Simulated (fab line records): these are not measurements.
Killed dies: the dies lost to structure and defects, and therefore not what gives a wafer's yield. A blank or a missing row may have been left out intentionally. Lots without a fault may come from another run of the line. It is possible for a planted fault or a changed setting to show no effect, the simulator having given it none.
fab line records	flow sfqLine	part 1 of 2: steps 1 to 28 of 38
record lots=5	wafers=15	lastDay=82
route steps=325 shown M2@96 I2@103 M3@118 I3@133
lots with no fault: from the same line, run without faults
startH: hours from the record's opening day to when the first of the lot's shown wafers began	waitH: hours from the lot's prior step to this one	" unchanged from the row above	L1.1+2: one row covering several wafers at once	- either no value or no given start	* or withheld: withheld	< > ~ a bound
route shown NAME@n: a module of which the file shows steps, and the number in the route of the first	usual: mean and standard deviation over wafers with no fault	same: alike in all rows	chamber/n: place in a boat	sites: readings site by site	_std_site: standard deviation of those values	_edge_site: outer sites' mean less inner sites'	radiusMm: how far each site lies from the wafer's centre	mask NAME#n: copy n	behind: the most recent tool/chamber to have shaped the wafer	hold: what put the lot on hold/how long, in hours/how the hold closed	device: names the non-switching transistor (n, p or np)	end of line: tests of these same wafers at the route's end	for a step that has no rows: nothing shown but its recipe	killed: dies that structure and defects cost at the first sort, which is not the same as the wafer's yield	map: a wafer's dies, x killed, . not, _ none there
set.NAME: the run value of the setting; set.NAME@STEP: its run value at that earlier step	model.NAME: the simulator's own value behind a step, which no gauge read
lots seen at some steps along the route; tables by step, rows by wafer
services: from which hour (startH, from the record's first day; less than 0 if before it) a tool's chamber was out of use, for how many hours, and why
## steps
# step SFQ_TRILAYER_M2_LITHO_PEB_060
# recipe pebTempC=115	pebTimeS=60	resist=KrF
lot.wafer	tool	chamber	startH	waitH
L077.3+5+6	lithoTrack-01	0	863.77	0.7
L079.3+5+6	lithoTrack-02	0	879.50	0.7
L081.2+4+5	lithoTrack-02	0	902.57	0.8
L086.1+3+4	lithoTrack-02	0	926.20	1.0
L089.1+3+5	lithoTrack-04	0	939.40	1.0
# step SFQ_TRILAYER_M2_LITHO_DEVELOP_059
# recipe timeS=60	resist=KrF
lot.wafer	tool	chamber	startH	waitH
L077.3+5+6	lithoTrack-01	0	863.92	0.1
L079.3+5+6	lithoTrack-02	0	879.65	0.1
L081.2+4+5	lithoTrack-02	0	902.72	0.1
L086.1+3+4	lithoTrack-02	0	926.35	0.1
L089.1+3+5	lithoTrack-04	0	939.55	0.1
# step SFQ_M2_OVL_MEAS_916
# usual M2_OVL=-4/6
lot.wafer	tool	chamber	startH	waitH	M2_OVL[nm]
L077.3	overlay-02	-	864.04	0.1	3
L077.5	"	-	"	"	-7
L077.6	"	-	"	"	-6
L079.3	overlay-02	-	879.76	0.1	-5
L079.5	"	-	"	"	-4
L079.6	"	-	"	"	-3
L081.2	overlay-01	-	902.85	0.1	-6
L081.4	"	-	"	"	-5
L081.5	"	-	"	"	-6
L086.1	overlay-01	-	926.50	0.1	2
L086.3	"	-	"	"	-14
L086.4	"	-	"	"	-14
L089.1	overlay-01	-	939.70	0.1	8
L089.3	"	-	"	"	9
L089.5	"	-	"	"	6
# step SFQ_TRILAYER_M2_BARC_OPEN_METAL_ETCH_077
# recipe maskMaterial=PR	chemistry=O2	targetDepthNm=125	target=BARC	icpW=600	biasW=80	pressureMtorr=10	timeS=41.7
# usual drypumpMotorCurrentA=5.7/0.38	oesProductAu=0.686/0.0049
lot.wafer	tool	chamber	startH	waitH	drypumpMotorCurrentA	oesProductAu	rfHoursCounterH
L077.3	rieMetal-01	1	864.08	0.0	6.0	0.689	-
L077.5	"	0	"	"	6.1	0.679	-
L077.6	"	1	"	"	6.0	0.686	-
L079.3	rieMetal-04	0	879.81	0.0	5.8	0.696	-
L079.5	"	1	"	"	6.0	0.684	-
L079.6	"	0	"	"	5.8	0.680	-
L081.2	rieMetal-01	0	902.88	0.0	6.1	0.680	91
L081.4	"	1	"	"	6.0	0.690	-
L081.5	"	0	"	"	6.1	0.681	-
L086.1	rieMetal-02	0	926.53	0.0	5.0	0.690	78
L086.3	"	0	"	"	5.1	0.685	-
L086.4	"	1	"	"	5.4	0.690	-
L089.1	rieMetal-01	0	939.73	0.0	6.1	0.700	98
L089.3	"	0	"	"	6.1	0.678	-
L089.5	"	0	"	"	6.1	0.686	-
# step SFQ_TRILAYER_M2_ETCH_METAL_ETCH_060
# recipe target=Nb	stopOn=SiO2	maskMaterial=PR	chemistry=Cl2/Ar	targetDepthNm=240	icpW=600	biasW=80	pressureMtorr=10	timeS=120
# usual drypumpMotorCurrentA=5.7/0.38	oesProductAu=0.893/0.0071
lot.wafer	tool	chamber	startH	waitH	drypumpMotorCurrentA	oesProductAu	rfHoursCounterH
L077.3	rieMetal-01	1	864.16	0.1	6.0	0.903	-
L077.5	"	0	"	"	6.1	0.895	-
L077.6	"	1	"	"	6.0	0.899	-
L079.3	rieMetal-04	0	879.89	0.1	5.8	0.895	-
L079.5	"	1	"	"	6.0	0.880	-
L079.6	"	0	"	"	5.8	0.880	-
L081.2	rieMetal-01	0	902.94	0.0	6.1	0.886	91
L081.4	"	1	"	"	6.0	0.889	-
L081.5	"	0	"	"	6.1	0.877	-
L086.1	rieMetal-02	0	926.59	0.0	5.0	0.902	78
L086.3	"	0	"	"	5.0	0.905	-
L086.4	"	1	"	"	5.4	0.909	-
L089.1	rieMetal-01	0	939.79	0.0	6.1	0.890	98
L089.3	"	0	"	"	6.1	0.896	-
L089.5	"	0	"	"	6.1	0.898	-
# step SFQ_TRILAYER_M2_STRIP_STRIP_061
# recipe gas=O2	powerW=200	platenTempC=40	overashFraction=0.65	chemistry=O2	pressureMtorr=50
# usual drypumpMotorCurrentA=5.7/0.38	oesProductAu=0.996/0.0085
lot.wafer	tool	chamber	startH	waitH	drypumpMotorCurrentA	oesProductAu	rfHoursCounterH
L077.3	rieMetal-01	1	864.45	0.2	6.0	1.006	-
L077.5	"	0	"	"	6.1	0.999	-
L077.6	"	1	"	"	6.0	1.006	-
L079.3	rieMetal-04	0	880.17	0.2	5.8	1.009	-
L079.5	"	1	"	"	6.0	1.002	-
L079.6	"	0	"	"	5.8	1.014	-
L081.2	rieMetal-01	0	903.07	0.1	6.1	0.993	91
L081.4	"	1	"	"	6.0	1.002	-
L081.5	"	0	"	"	6.1	0.990	-
L086.1	rieMetal-02	0	926.72	0.1	5.0	0.996	78
L086.3	"	0	"	"	5.0	0.994	-
L086.4	"	1	"	"	5.4	0.987	-
L089.1	rieMetal-01	0	939.92	0.1	6.1	0.998	98
L089.3	"	0	"	"	6.1	1.000	-
L089.5	"	0	"	"	6.1	0.998	-
# step SFQ_TRILAYER_M2_STRIP_SOLV_CLEAN_062
# recipe chemistry=NMP	tempC=70	timeS=600
# usual bathGuardTempC=70.0/0.5
lot.wafer	tool	chamber	startH	waitH	bathGuardTempC
L077.3	wetBench-02	4	864.85	0.2	70.0
L077.5	"	2	"	"	70.0
L077.6	"	7	"	"	69.7
L079.3	wetBench-03	0	880.57	0.2	69.5
L079.5	"	6	"	"	71.1
L079.6	"	3	"	"	70.1
L081.2	wetBench-03	5	903.67	0.4	70.0
L081.4	"	6	"	"	70.9
L081.5	"	4	"	"	69.8
L086.1	wetBench-01	3	927.32	0.4	70.1
L086.3	"	7	"	"	70.0
L086.4	"	4	"	"	69.3
L089.1	wetBench-01	6	940.52	0.4	70.6
L089.3	"	4	"	"	69.1
L089.5	"	7	"	"	70.0
# step SFQ_TRILAYER_I2_DEP_PECVD_063
# recipe material=SiO2	tempC=150	timeS=111.11	pressureTorr=2.4	rfW=183.3	precursor=SiH4/N2O	targetThkNm=500
# usual heaterPowerOuterW=30/5	heaterPowerW=81/8.3	throttleValvePct=23.7/1.2
lot.wafer	tool	chamber	startH	waitH	heaterPowerOuterW	heaterPowerW	throttleValvePct
L077.3	pecvd-01	1	865.02	0.0	28	75	24.5
L077.5	"	2	"	"	34	84	23.9
L077.6	"	1	"	"	30	77	24.3
L079.3	pecvd-02	1	880.75	0.0	36	89	23.6
L079.5	"	2	"	"	28	80	23.6
L079.6	"	1	"	"	39	94	23.0
L081.2	pecvd-02	1	903.84	0.0	30	86	23.0
L081.4	"	0	"	"	36	95	25.8
L081.5	"	1	"	"	34	89	23.2
L086.1	pecvd-01	0	927.51	0.0	20	75	25.3
L086.3	"	1	"	"	30	76	24.3
L086.4	"	0	"	"	23	81	24.9
L089.1	pecvd-04	1	940.71	0.0	33	82	24.7
L089.3	"	0	"	"	34	80	22.0
L089.5	"	0	"	"	23	65	22.3
# step SFQ_TRILAYER_I2_CMP_CMP_064
# recipe material=SiO2	downForcePsi=3	platenRpm=60	padVelocityMS=0.94248
# usual headPressurePsi=3.000/0.0063	motorCurrentA=9.8/0.93	retainingRingPressureFrac=1.000/0.0047	timeToEndpointS=209/9.6
lot.wafer	tool	chamber	startH	waitH	headPressurePsi	motorCurrentA	retainingRingPressureFrac	timeToEndpointS
L077.3	cmp-02	1	897.53	32.5	2.994	8.2	1.007	222
L077.6	"	3	898.53	33.4	3.002	9.4	1.000	217
L077.5	"	0	"	"	2.999	10.4	0.998	205
L079.3	cmp-01	0	908.43	27.6	3.003	9.0	1.002	212
L079.6	"	1	"	"	3.008	10.5	1.004	215
L079.5	"	2	"	"	2.993	9.5	0.996	200
L081.4	cmp-02	3	921.53	17.6	2.995	9.5	1.003	229
L081.2	"	0	"	"	2.995	10.6	1.001	214
L081.5	"	2	923.03	19.1	3.004	11.0	0.995	227
L086.3	cmp-02	1	944.77	17.2	2.999	8.3	1.007	215
L086.4	"	2	"	"	3.001	10.6	1.001	207
L086.1	"	0	946.27	18.7	3.001	10.3	1.011	198
L089.1	cmp-02	1	951.27	10.5	3.001	8.0	1.000	210
L089.3	"	2	"	"	2.999	11.2	0.996	200
L089.5	"	1	953.27	12.5	2.993	8.1	1.000	214
# step SFQ_I2_BOW_MEAS_917
# recipe mode=bow
# usual I2_BOW=3/8.3
lot.wafer	tool	chamber	startH	waitH	I2_BOW[um]
L077.3	filmMetro-03	-	899.57	1.5	-3
L077.5	"	-	"	"	9
L077.6	"	-	"	"	4
L079.3	filmMetro-03	-	909.97	1.0	1
L079.5	"	-	"	"	-2
L079.6	"	-	"	"	-5
L081.2	filmMetro-04	-	923.55	1.0	-10
L081.4	"	-	"	"	9
L081.5	"	-	"	"	0
L086.1	filmMetro-03	-	947.77	1.0	20
L086.3	"	-	"	"	15
L086.4	"	-	"	"	5
L089.1	filmMetro-03	-	953.77	2.0	-16
L089.3	"	-	"	"	-12
L089.5	"	-	"	"	-8
# step SFQ_TRILAYER_I2_METRO_MEASURE_065
# usual thkNm=199.5/1.3
lot.wafer	tool	chamber	startH	waitH	thkNm
L077.3	filmMetro-03	-	900.05	0.5	201.7
L077.5	"	-	"	"	197.8
L077.6	"	-	"	"	198.5
L079.3	filmMetro-03	-	910.45	0.5	201.0
L079.5	"	-	"	"	198.7
L079.6	"	-	"	"	198.9
L081.2	filmMetro-04	-	923.85	0.3	198.4
L081.4	"	-	"	"	199.3
L081.5	"	-	"	"	200.0
L086.1	filmMetro-03	-	947.89	0.1	199.6
L086.3	"	-	"	"	201.0
L086.4	"	-	"	"	200.5
L089.1	filmMetro-03	-	953.89	0.1	201.7
L089.3	"	-	"	"	200.7
L089.5	"	-	"	"	200.5
# step SFQ_TRILAYER_I2_VIA_LITHO_COAT_072
# recipe resist=BARC	spinRpm=3053	resistThkNm=62
lot.wafer	tool	chamber	startH	waitH
L077.3+5+6	lithoTrack-02	0	900.95	0.7
L079.3+5+6	lithoTrack-04	0	911.35	0.7
L081.2+4+5	lithoTrack-03	0	924.95	0.9
L086.1+3+4	lithoTrack-04	0	949.09	1.0
L089.1+3+5	lithoTrack-02	0	955.09	1.0
# step SFQ_TRILAYER_I2_VIA_LITHO_COAT_067
# recipe resist=KrF	spinRpm=3000	resistThkNm=650
lot.wafer	tool	chamber	startH	waitH
L077.3+5+6	lithoTrack-02	0	901.25	0.2
L079.3+5+6	lithoTrack-04	0	911.65	0.2
L081.2+4+5	lithoTrack-03	0	925.25	0.2
L086.1+3+4	lithoTrack-04	0	949.39	0.2
L089.1+3+5	lithoTrack-02	0	955.39	0.2
# step SFQ_TRILAYER_I2_VIA_LITHO_SOFTBAKE_071
# recipe tempC=withheld	timeS=withheld	resist=KrF
lot.wafer	tool	chamber	startH	waitH
L077.3+5+6	lithoTrack-02	0	901.50	0.2
L079.3+5+6	lithoTrack-04	0	911.90	0.2
L081.2+4+5	lithoTrack-03	0	925.52	0.2
L086.1+3+4	lithoTrack-04	0	949.69	0.2
L089.1+3+5	lithoTrack-02	0	955.69	0.2
# step SFQ_TRILAYER_I2_VIA_LITHO_EXPOSE_068
# recipe maskId=I2	na=0.6	sourceShape=conventional	sigmaOuter=0.65	targetCdNm=500	doseMj=21.3
# same sigmaOuter=0.65
lot.wafer	tool	chamber	startH	waitH	mask
L077.3+5+6	krfScanner-01	0	1033.65	-	I2#0
L079.3+5+6	krfScanner-02	0	1044.57	-	I2#0
L081.2+4+5	krfScanner-02	0	1057.57	-	I2#0
L086.1+3+4	krfScanner-02	0	1077.77	-	I2#0
L089.1+3+5	krfScanner-02	0	1084.97	-	I2#0
# step SFQ_TRILAYER_I2_VIA_LITHO_PEB_070
# recipe pebTempC=115	pebTimeS=60	resist=KrF
lot.wafer	tool	chamber	startH	waitH
L077.3+5+6	lithoTrack-04	0	1034.50	0.7
L079.3+5+6	lithoTrack-02	0	1045.42	0.7
L081.2+4+5	lithoTrack-02	0	1058.60	0.8
L086.1+3+4	lithoTrack-02	0	1078.97	1.0
L089.1+3+5	lithoTrack-04	0	1086.17	1.0
# step SFQ_TRILAYER_I2_VIA_LITHO_DEVELOP_069
# recipe timeS=60	resist=KrF
lot.wafer	tool	chamber	startH	waitH
L077.3+5+6	lithoTrack-04	0	1034.65	0.1
L079.3+5+6	lithoTrack-02	0	1045.57	0.1
L081.2+4+5	lithoTrack-02	0	1058.75	0.1
L086.1+3+4	lithoTrack-02	0	1079.12	0.1
L089.1+3+5	lithoTrack-04	0	1086.32	0.1
# step SFQ_I2_OVL_MEAS_918
# usual I2_OVL=-3/5.9
lot.wafer	tool	chamber	startH	waitH	I2_OVL[nm]
L077.3	overlay-01	-	1034.76	0.1	-1
L077.5	"	-	"	"	-2
L077.6	"	-	"	"	0
L079.3	overlay-02	-	1045.68	0.1	-6
L079.5	"	-	"	"	-7
L079.6	"	-	"	"	-9
L081.2	overlay-02	-	1058.88	0.1	-7
L081.4	"	-	"	"	-6
L081.5	"	-	"	"	1
L086.1	overlay-02	-	1079.27	0.1	-6
L086.3	"	-	"	"	-5
L086.4	"	-	"	"	-7
L089.1	overlay-01	-	1086.47	0.1	9
L089.3	"	-	"	"	5
L089.5	"	-	"	"	3
# step SFQ_TRILAYER_I2_VIA_BARC_OPEN_VIA_ETCH_096
# recipe maskMaterial=PR	chemistry=O2	targetDepthNm=125	target=BARC	sourceW=500	biasW=80	pressureMtorr=30	timeS=41.7
# usual drypumpMotorCurrentA=5.9/0.44	oesProductAu=0.683/0.0045
lot.wafer	tool	chamber	startH	waitH	drypumpMotorCurrentA	oesProductAu	rfHoursCounterH
L077.3	rieDiel-03	3	1034.78	0.0	6.2	0.685	7
L077.5	"	3	"	"	6.2	0.679	-
L077.6	"	2	"	"	6.3	0.679	-
L079.3	rieDiel-03	3	1045.71	0.0	6.3	0.678	8
L079.5	"	1	"	"	6.1	0.675	-
L079.6	"	2	"	"	6.4	0.683	-
L081.2	rieDiel-03	1	1058.91	0.0	6.1	0.688	12
L081.4	"	2	"	"	6.3	0.688	7
L081.5	"	2	"	"	6.3	0.688	-
L086.1	rieDiel-01	2	1079.31	0.0	6.0	0.674	11
L086.3	"	1	"	"	6.3	0.676	4
L086.4	"	0	"	"	5.6	0.683	5
L089.1	rieDiel-01	2	1086.51	0.0	6.0	0.685	11
L089.3	"	3	"	"	5.6	0.685	6
L089.5	"	3	"	"	5.6	0.689	-
# step SFQ_TRILAYER_I2_VIA_ETCH_VIA_ETCH_070
# recipe target=SiO2	stopOn=Nb	maskMaterial=PR	taperDeg=20	chemistry=CHF3	targetDepthNm=260	sourceW=500	biasW=80	pressureMtorr=30	timeS=withheld
# usual drypumpMotorCurrentA=5.9/0.44	oesProductAu=0.853/0.0054
lot.wafer	tool	chamber	startH	waitH	drypumpMotorCurrentA	oesProductAu
L077.3	rieDiel-03	3	1034.82	0.0	6.3	0.859
L077.5	"	3	"	"	6.3	0.844
L077.6	"	2	"	"	6.3	0.845
L079.3	rieDiel-03	3	1045.75	0.0	6.2	0.863
L079.5	"	1	"	"	6.2	0.858
L079.6	"	2	"	"	6.3	0.849
L081.2	rieDiel-03	1	1058.95	0.0	6.2	0.854
L081.4	"	2	"	"	6.4	0.851
L081.5	"	2	"	"	6.4	0.848
L086.1	rieDiel-01	2	1079.35	0.0	6.0	0.846
L086.3	"	1	"	"	6.3	0.856
L086.4	"	0	"	"	5.7	0.848
L089.1	rieDiel-01	2	1086.55	0.0	6.0	0.861
L089.3	"	3	"	"	5.6	0.860
L089.5	"	3	"	"	5.6	0.853
# step SFQ_TRILAYER_I2_VIA_STRIP_STRIP_071
# recipe gas=O2	powerW=200	platenTempC=40	overashFraction=0.6822	chemistry=O2	pressureMtorr=50
# usual drypumpMotorCurrentA=6.03/0.14	oesProductAu=1.002/0.01
lot.wafer	tool	chamber	startH	waitH	drypumpMotorCurrentA	oesProductAu	rfHoursCounterH
L077.3	rieMetal-04	1	1035.13	-	6.01	0.984	-
L077.5	"	0	"	"	5.76	1.012	-
L077.6	"	1	"	"	6.01	0.995	-
L079.3	rieMetal-01	0	1046.06	-	6.10	0.991	-
L079.5	"	1	"	"	5.97	1.006	-
L079.6	"	0	"	"	6.09	0.994	-
L081.2	rieMetal-01	1	1059.06	-	6.01	1.006	39
L081.4	"	0	"	"	6.11	0.990	-
L081.5	"	1	"	"	5.98	1.003	-
L086.1	rieMetal-01	1	1079.46	-	5.98	1.012	43
L086.3	"	1	"	"	5.98	0.997	-
L086.4	"	0	"	"	6.10	0.989	-
L089.1	rieMetal-04	1	1086.66	-	6.01	1.011	146
L089.3	"	1	"	"	6.00	1.000	-
L089.5	"	1	"	"	6.02	1.003	-
# step SFQ_TRILAYER_I2_VIA_STRIP_SOLV_CLEAN_072
# recipe chemistry=NMP	tempC=70	timeS=600
# usual bathGuardTempC=70.1/0.38
lot.wafer	tool	chamber	startH	waitH	bathGuardTempC
L077.3	wetBench-02	5	1035.53	0.2	70.7
L077.5	"	4	"	"	70.1
L077.6	"	0	"	"	70.1
L079.3	wetBench-04	1	1046.46	0.2	70.5
L079.5	"	0	"	"	70.0
L079.6	"	5	"	"	70.6
L081.2	wetBench-04	3	1059.66	0.4	69.8
L081.4	"	6	"	"	69.9
L081.5	"	7	"	"	70.0
L086.1	wetBench-01	3	1080.06	0.4	70.2
L086.3	"	1	"	"	70.0
L086.4	"	7	"	"	70.2
L089.1	wetBench-02	6	1087.86	1.0	70.8
L089.3	"	0	"	"	70.1
L089.5	"	1	"	"	70.0
# step SFQ_TRILAYER_M3_DEP_PRE_CLEAN_074
# recipe gas=Ar	timeS=22.5	biasV=250
lot.wafer	tool	chamber	startH	waitH
L077.3+5+6	pvdSputter-04	-	1035.71	0.0
L079.3+5+6	pvdSputter-04	-	1046.63	0.0
L081.2+4+5	pvdSputter-04	-	1059.83	0.0
L086.1+3+4	pvdSputter-04	-	1080.23	0.0
L089.1+3+5	pvdSputter-04	-	1088.03	0.0
# step SFQ_TRILAYER_M3_DEP_SPUTTER_073
# recipe material=Nb	basePressurePa=1.33e-06	chamberPressurePa=0.1333	substrateTempC=20	resputterCathodeVoltageV=400	targetThkNm=200	powerW=2000	timeS=133.3
# usual throttleValvePct=30.2/1.4
lot.wafer	tool	chamber	startH	waitH	throttleValvePct
L077.3	pvdSputter-04	-	1035.74	0.0	28.6
L077.5	"	-	"	"	28.2
L077.6	"	-	"	"	29.4
L079.3	pvdSputter-04	-	1046.66	0.0	28.6
L079.5	"	-	"	"	28.8
L079.6	"	-	"	"	32.4
L081.2	pvdSputter-04	-	1059.86	0.0	32.7
L081.4	"	-	"	"	28.4
L081.5	"	-	"	"	28.6
L086.1	pvdSputter-04	-	1080.26	0.0	32.4
L086.3	"	-	"	"	28.2
L086.4	"	-	"	"	29.3
L089.1	pvdSputter-04	-	1088.06	0.0	28.4
L089.3	"	-	"	"	28.8
L089.5	"	-	"	"	28.8
# step SFQ_M3_RS_MEAS_919
# recipe thkMeasGauge=four-point-probe	reads=Nb_of_TRILAYER_M3_DEP_SPUTTER_073
# usual M3_NB_RS=0.891/0.011
lot.wafer	tool	chamber	startH	waitH	M3_NB_RS[ohm/sq]
L077.3	filmMetro-03	-	1035.87	0.1	0.906
L077.5	"	-	"	"	0.887
L077.6	"	-	"	"	0.908
L079.3	filmMetro-03	-	1046.79	0.1	0.884
L079.5	"	-	"	"	0.883
L079.6	"	-	"	"	0.872
L081.2	filmMetro-03	-	1059.97	0.1	0.886
L081.4	"	-	"	"	0.876
L081.5	"	-	"	"	0.896
L086.1	filmMetro-03	-	1080.35	0.0	0.872
L086.3	"	-	"	"	0.884
L086.4	"	-	"	"	0.897
L089.1	filmMetro-01	-	1088.15	0.0	0.875
L089.3	"	-	"	"	0.900
L089.5	"	-	"	"	0.895
# step SFQ_TRILAYER_M3_LITHO_COAT_080
# recipe resist=BARC	spinRpm=3000	resistThkNm=62
lot.wafer	tool	chamber	startH	waitH
L077.3+5+6	lithoTrack-01	0	1036.11	0.1
L079.3+5+6	lithoTrack-03	0	1047.03	0.1
L081.2+4+5	lithoTrack-04	0	1060.18	0.1
L086.1+3+4	lithoTrack-03	0	1080.53	0.1
L089.1+3+5	lithoTrack-04	0	1088.33	0.1
# step SFQ_TRILAYER_M3_LITHO_COAT_075
# recipe resist=KrF	spinRpm=3000	resistThkNm=600
lot.wafer	tool	chamber	startH	waitH
L077.3+5+6	lithoTrack-01	0	1036.41	0.2
L079.3+5+6	lithoTrack-03	0	1047.33	0.2
L081.2+4+5	lithoTrack-04	0	1060.48	0.2
L086.1+3+4	lithoTrack-03	0	1080.83	0.2
L089.1+3+5	lithoTrack-04	0	1088.63	0.2
# step SFQ_TRILAYER_M3_LITHO_SOFTBAKE_079
# recipe tempC=withheld	timeS=withheld	resist=KrF
lot.wafer	tool	chamber	startH	waitH
L077.3+5+6	lithoTrack-01	0	1036.66	0.2
L079.3+5+6	lithoTrack-03	0	1047.58	0.2
L081.2+4+5	lithoTrack-04	0	1060.76	0.2
L086.1+3+4	lithoTrack-03	0	1081.13	0.2
L089.1+3+5	lithoTrack-04	0	1088.93	0.2
